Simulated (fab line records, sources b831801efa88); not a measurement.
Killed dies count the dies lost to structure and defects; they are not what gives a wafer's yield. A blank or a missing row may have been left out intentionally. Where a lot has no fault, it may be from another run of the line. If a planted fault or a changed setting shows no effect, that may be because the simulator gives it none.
Which tool was responsible? :: flow sky130 :: 39 wafers from 13 lots sampled at 3 of the route's 708 steps

== WHAT EACH GAUGE READ, for each wafer ==
No reading from a measuring or inspecting step in the record can be judged against a usual standard deviation.

== WHAT TOOL EACH LOT RAN ON (gives the tool, then ch and the chambers of the sampled wafers, and finally the start) ==
lot: L286
SKY_METAL1_ETCH_18: rie metal-01 ch 0,1, day 32 21:31
SKY_METAL1_STRIP_20: plasma asher-02 ch 0,1, day 32 21:40
SKY_PAD_OPEN_PROBE_99: -

lot: L288
SKY_METAL1_ETCH_18: rie metal-02 ch 0,1, day 33 15:05
SKY_METAL1_STRIP_20: plasma asher-03 ch 0,1, day 33 15:14
SKY_PAD_OPEN_PROBE_99: -

lot: L290
SKY_METAL1_ETCH_18: rie metal-01 ch 0,1, day 34 00:54
SKY_METAL1_STRIP_20: plasma asher-01 ch 0,1, day 34 01:04
SKY_PAD_OPEN_PROBE_99: -

lot: L291
SKY_METAL1_ETCH_18: rie metal-02 ch 0,1, day 34 09:14
SKY_METAL1_STRIP_20: plasma asher-01 ch 0,1, day 34 09:23
SKY_PAD_OPEN_PROBE_99: -

lot: L292
SKY_METAL1_ETCH_18: rie metal-04 ch 0,1, day 34 13:29
SKY_METAL1_STRIP_20: plasma asher-01 ch 0,1, day 34 13:39
SKY_PAD_OPEN_PROBE_99: prober-02, day 47 04:04

lot: L293
SKY_METAL1_ETCH_18: rie metal-01 ch 0,1, day 35 17:35
SKY_METAL1_STRIP_20: plasma asher-01 ch 0,1, day 35 17:45
SKY_PAD_OPEN_PROBE_99: prober-01, day 48 02:33

lot: L295
SKY_METAL1_ETCH_18: rie metal-02 ch 0,1, day 35 22:56
SKY_METAL1_STRIP_20: plasma asher-02 ch 0,1, day 35 23:06
SKY_PAD_OPEN_PROBE_99: prober-01, day 48 05:19

lot: L297
SKY_METAL1_ETCH_18: rie metal-01 ch 0,1, day 36 04:39
SKY_METAL1_STRIP_20: plasma asher-02 ch 0,1, day 36 04:49
SKY_PAD_OPEN_PROBE_99: -

lot: L296
SKY_METAL1_ETCH_18: rie metal-04 ch 0,1, day 36 09:30
SKY_METAL1_STRIP_20: plasma asher-02 ch 0,1, day 36 09:40
SKY_PAD_OPEN_PROBE_99: prober-01, day 48 10:45

lot: L299
SKY_METAL1_ETCH_18: rie metal-02 ch 0,1, day 36 20:44
SKY_METAL1_STRIP_20: plasma asher-01 ch 0,1, day 36 20:55
SKY_PAD_OPEN_PROBE_99: prober-01, day 48 22:31

lot: L302
SKY_METAL1_ETCH_18: rie metal-02 ch 0,1, day 38 02:28
SKY_METAL1_STRIP_20: plasma asher-03 ch 0,1, day 38 02:38
SKY_PAD_OPEN_PROBE_99: prober-02, day 49 17:37

lot: L303
SKY_METAL1_ETCH_18: rie metal-01 ch 0,1, day 38 03:11
SKY_METAL1_STRIP_20: plasma asher-03 ch 0,1, day 38 03:20
SKY_PAD_OPEN_PROBE_99: -

lot: L304
SKY_METAL1_ETCH_18: rie metal-02 ch 0,1, day 38 06:45
SKY_METAL1_STRIP_20: plasma asher-01 ch 0,1, day 38 06:55
SKY_PAD_OPEN_PROBE_99: prober-02, day 49 20:36
- SKY_METAL1_ETCH_18: etches BARC in N2/H2, stops on SiO2, time 45.9 s, target depth 60 nm.
- SKY_METAL1_STRIP_20: strips in O2/N2.
- SKY_PAD_OPEN_PROBE_99

== AS READ BY THE TOOLS THEMSELVES (means over the sampled wafers that have a number; for cases with no such wafer, the mark the record gives instead) ==
SKY_METAL1_ETCH_18. Usual: drypump motor current A 5.74 A, standard deviation 0.3; oes product au 0.855 a.u., standard deviation 0.0043; run length s 73.9 s, standard deviation 0.34; throttle valve pct 13.225 %, standard deviation 0.0094.
lot: L286
tool: rie metal-01
drypump motor current A (A): 5.45
oes product au (a.u.): 0.851
run length s (s): 73.6
throttle valve pct (%): 13.222
flag: 

lot: L288
tool: rie metal-02
drypump motor current A (A): 6.19
oes product au (a.u.): 0.852
run length s (s): 74.1
throttle valve pct (%): 13.243
flag: 

lot: L290
tool: rie metal-01
drypump motor current A (A): 5.54
oes product au (a.u.): 0.853
run length s (s): 73.8
throttle valve pct (%): 13.224
flag: 

lot: L291
tool: rie metal-02
drypump motor current A (A): 6.21
oes product au (a.u.): 0.855
run length s (s): 74.2
throttle valve pct (%): 13.232
flag: 

lot: L292
tool: rie metal-04
drypump motor current A (A): 5.68
oes product au (a.u.): 0.858
run length s (s): 73.9
throttle valve pct (%): 13.228
flag: 

lot: L293
tool: rie metal-01
drypump motor current A (A): 5.44
oes product au (a.u.): 0.857
run length s (s): 74.0
throttle valve pct (%): 13.226
flag: 

lot: L295
tool: rie metal-02
drypump motor current A (A): 6.20
oes product au (a.u.): 0.857
run length s (s): 73.9
throttle valve pct (%): 13.225
flag: 

lot: L297
tool: rie metal-01
drypump motor current A (A): 5.44
oes product au (a.u.): 0.854
run length s (s): 73.8
throttle valve pct (%): 13.223
flag: 

lot: L296
tool: rie metal-04
drypump motor current A (A): 5.62
oes product au (a.u.): 0.850
run length s (s): 73.8
throttle valve pct (%): 13.230
flag: 

lot: L299
tool: rie metal-02
drypump motor current A (A): 6.21
oes product au (a.u.): 0.860
run length s (s): 74.2
throttle valve pct (%): 13.231
flag: 

lot: L302
tool: rie metal-02
drypump motor current A (A): 6.20
oes product au (a.u.): 0.723
run length s (s): 95.9
throttle valve pct (%): 13.206
flag: OFF

lot: L303
tool: rie metal-01
drypump motor current A (A): 5.44
oes product au (a.u.): 0.858
run length s (s): 73.6
throttle valve pct (%): 13.231
flag: 

lot: L304
tool: rie metal-02
drypump motor current A (A): 6.21
oes product au (a.u.): 0.725
run length s (s): 95.7
throttle valve pct (%): 13.210
flag: OFF

SKY_METAL1_STRIP_20. Usual: drypump motor current A 5.8 A, standard deviation 0.33; oes product au 0.343 a.u., standard deviation 0.0049; strip time to endpoint s 2.71 s, standard deviation 0.033.
lot: L286
tool: plasma asher-02
drypump motor current A (A): 5.8
oes product au (a.u.): 0.346
strip time to endpoint s (s): 2.72
flag: 

lot: L288
tool: plasma asher-03
drypump motor current A (A): 5.9
oes product au (a.u.): 0.344
strip time to endpoint s (s): 2.70
flag: 

lot: L290
tool: plasma asher-01
drypump motor current A (A): 5.9
oes product au (a.u.): 0.347
strip time to endpoint s (s): 2.68
flag: 

lot: L291
tool: plasma asher-01
drypump motor current A (A): 5.7
oes product au (a.u.): 0.341
strip time to endpoint s (s): 2.74
flag: 

lot: L292
tool: plasma asher-01
drypump motor current A (A): 5.9
oes product au (a.u.): 0.346
strip time to endpoint s (s): 2.76
flag: 

lot: L293
tool: plasma asher-01
drypump motor current A (A): 5.9
oes product au (a.u.): 0.342
strip time to endpoint s (s): 2.67
flag: 

lot: L295
tool: plasma asher-02
drypump motor current A (A): 5.7
oes product au (a.u.): 0.345
strip time to endpoint s (s): 2.72
flag: 

lot: L297
tool: plasma asher-02
drypump motor current A (A): 5.8
oes product au (a.u.): 0.340
strip time to endpoint s (s): 2.67
flag: 

lot: L296
tool: plasma asher-02
drypump motor current A (A): 5.8
oes product au (a.u.): 0.348
strip time to endpoint s (s): 2.71
flag: 

lot: L299
tool: plasma asher-01
drypump motor current A (A): 5.9
oes product au (a.u.): 0.343
strip time to endpoint s (s): 2.74
flag: 

lot: L302
tool: plasma asher-03
drypump motor current A (A): 5.6
oes product au (a.u.): 0.331
strip time to endpoint s (s): 2.50
flag: OFF

lot: L303
tool: plasma asher-03
drypump motor current A (A): 5.9
oes product au (a.u.): 0.342
strip time to endpoint s (s): 2.68
flag: 

lot: L304
tool: plasma asher-01
drypump motor current A (A): 5.7
oes product au (a.u.): 0.335
strip time to endpoint s (s): 2.50
flag: OFF

SKY_PAD_OPEN_PROBE_99. Usual: defect limited yield 82.6 %, standard deviation 1.9; killed_at_M0_to_M3 43, standard deviation 7.7; killed_at_M4_up 2.9, standard deviation 1.7; killed at contacts 24, standard deviation 5.5; killed at front end 15, standard deviation 4; killed at other 0.4, standard deviation 0.66; killed dies 86, standard deviation 9.4; killed open 47, standard deviation 6.7; killed short 38, standard deviation 6.2; sort_bin_3_pad_short 0.8 %, standard deviation 0.42; sort_bin_5_function 10.3 %, standard deviation 1.5; sort_bin_6_memory 6.4 %, standard deviation 1.1; sort n pass 406, standard deviation 9.4; sort yield pct 82.6 %, standard deviation 1.9.
lot: L292
tool: prober-02
defect limited yield (%): 82.0
killed_at_M0_to_M3: 46
killed_at_M4_up: 3.7
killed at contacts: 24
killed at front end: 14
killed at other: 0.7
killed dies: 89
killed open: 53
killed short: 36
sort_bin_3_pad_short (%): 0.9
sort_bin_5_function (%): 10.8
sort_bin_6_memory (%): 6.3
sort n pass: 403
sort yield pct (%): 82.0
flag: 

lot: L293
tool: prober-01
defect limited yield (%): 82.6
killed_at_M0_to_M3: 42
killed_at_M4_up: 2.0
killed at contacts: 26
killed at front end: 14
killed at other: 1.7
killed dies: 85
killed open: 43
killed short: 40
sort_bin_3_pad_short (%): 0.8
sort_bin_5_function (%): 10.1
sort_bin_6_memory (%): 6.4
sort n pass: 407
sort yield pct (%): 82.6
flag: 

lot: L295
tool: prober-01
defect limited yield (%): 81.6
killed_at_M0_to_M3: 46
killed_at_M4_up: 1.3
killed at contacts: 26
killed at front end: 17
killed at other: 0.0
killed dies: 90
killed open: 53
killed short: 37
sort_bin_3_pad_short (%): 1.5
sort_bin_5_function (%): 10.4
sort_bin_6_memory (%): 6.5
sort n pass: 402
sort yield pct (%): 81.6
flag: 

lot: L296
tool: prober-01
defect limited yield (%): 81.8
killed_at_M0_to_M3: 50
killed_at_M4_up: 3.7
killed at contacts: 23
killed at front end: 13
killed at other: 0.0
killed dies: 89
killed open: 52
killed short: 37
sort_bin_3_pad_short (%): 1.0
sort_bin_5_function (%): 10.8
sort_bin_6_memory (%): 6.4
sort n pass: 403
sort yield pct (%): 81.8
flag: 

lot: L299
tool: prober-01
defect limited yield (%): 82.2
killed_at_M0_to_M3: 48
killed_at_M4_up: 4.0
killed at contacts: 24
killed at front end: 11
killed at other: 1.0
killed dies: 88
killed open: 49
killed short: 39
sort_bin_3_pad_short (%): 1.1
sort_bin_5_function (%): 10.1
sort_bin_6_memory (%): 6.6
sort n pass: 404
sort yield pct (%): 82.2
flag: 

lot: L302
tool: prober-02
defect limited yield (%): 81.8
killed_at_M0_to_M3: 41
killed_at_M4_up: 3.3
killed at contacts: 28
killed at front end: 17
killed at other: 0.0
killed dies: 89
killed open: 54
killed short: 34
sort_bin_3_pad_short (%): 1.3
sort_bin_5_function (%): 9.3
sort_bin_6_memory (%): 7.5
sort n pass: 403
sort yield pct (%): 81.8
flag: 

lot: L304
tool: prober-02
defect limited yield (%): 82.5
killed_at_M0_to_M3: 45
killed_at_M4_up: 2.0
killed at contacts: 27
killed at front end: 11
killed at other: 1.0
killed dies: 86
killed open: 49
killed short: 37
sort_bin_3_pad_short (%): 0.7
sort_bin_5_function (%): 9.9
sort_bin_6_memory (%): 6.8
sort n pass: 406
sort yield pct (%): 82.5
flag: 

== THE ANSWER, worked out from the rows above alone ==
Rule: a lot counts as off when the mean over its wafers that have a number is more than 3 standard deviations away from the usual mean. A lot without any number at a reading at which 4 lots or more have one is off too. Any other lot the step has rows for is counted as sound. The gauges are gone through in route order, then the tools' own readings, and for those a lot's mean is taken as printed above. The first step at which some lot is off is used, and at that step the reading that is off furthest; a lot without a number counts as furthest.
Off: L302, L304, at SKY_METAL1_ETCH_18 (run length s).
If a tool, at that step or one of the process steps before it, ran each lot that is off and ran no sound lot following the first of them, it fits. One candidate fits, namely rie metal-02 at SKY_METAL1_ETCH_18. Its last sound lot is L299 (day 36 20:44), its first lot that is off L302 (day 38 02:28): a fault that began between those two fits.
The tool's own readings at SKY_METAL1_ETCH_18 bear it out: on the lots that are off they differ by more than 5 times the standard deviation of the sound lots' means. oes product au reads 0.724 a.u. there against 0.855 a.u. on the sound lots; run length s reads 95.8 s there against 73.9 s on the sound lots.

== WHAT WAS PUT IN BY THE SIMULATOR ==
rie metal-02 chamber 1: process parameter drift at SKY_METAL1_ETCH_18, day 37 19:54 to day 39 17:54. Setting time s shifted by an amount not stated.
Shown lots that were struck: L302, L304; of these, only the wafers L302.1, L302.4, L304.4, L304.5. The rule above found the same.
